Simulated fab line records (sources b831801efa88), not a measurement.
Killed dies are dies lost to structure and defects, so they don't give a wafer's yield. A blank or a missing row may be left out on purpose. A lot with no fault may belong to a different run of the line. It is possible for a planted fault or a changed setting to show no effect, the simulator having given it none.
Chamber matching + flow sky130 + cmp-01 running SKY_VIA3_CMP_24: 4 sister chambers
The step polishes, stops on SiO2, t overpolish 20 s, target thk 0 nm. 4 wafers are shown with their chamber, then 12 later ones without.

WAFERS PAIRED WITH THEIR CHAMBERS
| wafer  | chamber | motorCurrentA (A) |
|--------|---------|-------------------|
| L090.6 | 2       | 10.5              |
| L094.1 | 3       | 10.2              |
| L094.4 | 1       | 11.4              |
| L094.6 | 0       | 9.8               |

WAFERS WITHOUT THEIR CHAMBER
| wafer  | motorCurrentA (A) |
|--------|-------------------|
| L095.2 | 10.5              |
| L095.3 | 11.5              |
| L095.6 | 10.4              |
| L095.1 | 10.6              |
| L095.4 | 10.0              |
| L095.5 | 11.1              |
| L096.2 | 9.9               |
| L096.3 | 11.5              |
| L096.6 | 10.6              |
| L097.1 | 10.5              |
| L097.4 | 11.8              |
| L097.6 | 10.0              |

WHICH CHAMBER EACH ONE RAN IN
| wafer  | from the rows above          | in truth |
|--------|------------------------------|----------|
| L095.2 | can't be placed: 2 or 3      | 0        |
| L095.3 | 1                            | 1        |
| L095.6 | can't be placed: 2 or 3      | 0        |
| L095.1 | can't be placed: 2 or 3      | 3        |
| L095.4 | can't be placed: 0 or 3 or 2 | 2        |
| L095.5 | can't be placed: 1 or 2      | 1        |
| L096.2 | can't be placed: 0 or 3      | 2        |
| L096.3 | 1                            | 1        |
| L096.6 | can't be placed: 2 or 3      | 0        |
| L097.1 | can't be placed: 2 or 3      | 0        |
| L097.4 | 1                            | 1        |
| L097.6 | can't be placed: 0 or 3 or 2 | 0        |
3 of 12 placed correctly. Not placeable from these rows: 9 (in 4, the candidates include the true chamber). Wrongly placed: 0.
How it was worked out, from the rows above alone: a wafer's distance from a chamber is the root of the sum, over the readings, of the square of ((its reading less the chamber's mean) divided by the reading's scatter). If the next closest chamber is less than 2 further off than the closest, the wafer can't be placed; otherwise it belongs to the closest. A chamber's mean is the mean of its shown wafers. The scatter (one wafer shown for each chamber): square how far every hidden wafer sits from the nearest shown wafer, average those squares and take the square root.
